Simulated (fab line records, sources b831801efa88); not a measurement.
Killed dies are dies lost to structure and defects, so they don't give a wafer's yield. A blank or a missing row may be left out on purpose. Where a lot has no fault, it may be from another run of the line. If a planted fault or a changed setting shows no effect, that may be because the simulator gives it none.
The tool behind it: which one? ; flow sfq-line ; 7 lots (21 wafers sampled), 1 step of a 325-step route

## WHAT THE GAUGES SHOWED, per wafer
SFQ_I0_OVL_MEAS_908.
lot;measured;on;I0_OVL (nm)
L272;day 10 09:12;overlay-02;4 6 1
L275;day 11 04:20;overlay-01;3 -6 1
L278;day 11 23:05;overlay-01;-2 -7 -10
L285;day 14 12:49;overlay-02;0 -2 -3
L288;day 15 10:13;overlay-02;-9 -2 -2
L291;day 15 23:25;overlay-02;-6 -9 -3
L293;day 16 12:37;overlay-02;-7 2 -6

## EACH LOT AND THE TOOL THAT RAN IT (in order: tool; ch and the chambers of the sampled wafers; start)
Record: no process step prior to these readings.

## THE ANSWER, worked out from the rows above alone
Rule: usual is defined by the lots themselves. Put in order of their means at a reading, lots are off if they are a third of the lots or fewer, leave a main group of 4 or more, and stand apart from it by a gap of 3 or more times the standard deviation of the main group's means; of several such gaps the widest counts. Not used: any main group whose means are identical at the precision the tables above print for the reading. A lot without any number at a reading at which 4 lots or more have one is off too. All remaining lots with rows at the step are treated as sound.
No lot is off at any reading shown: from this, nothing can be told.

## WHAT HAD BEEN PUT IN BY THE SIMULATOR
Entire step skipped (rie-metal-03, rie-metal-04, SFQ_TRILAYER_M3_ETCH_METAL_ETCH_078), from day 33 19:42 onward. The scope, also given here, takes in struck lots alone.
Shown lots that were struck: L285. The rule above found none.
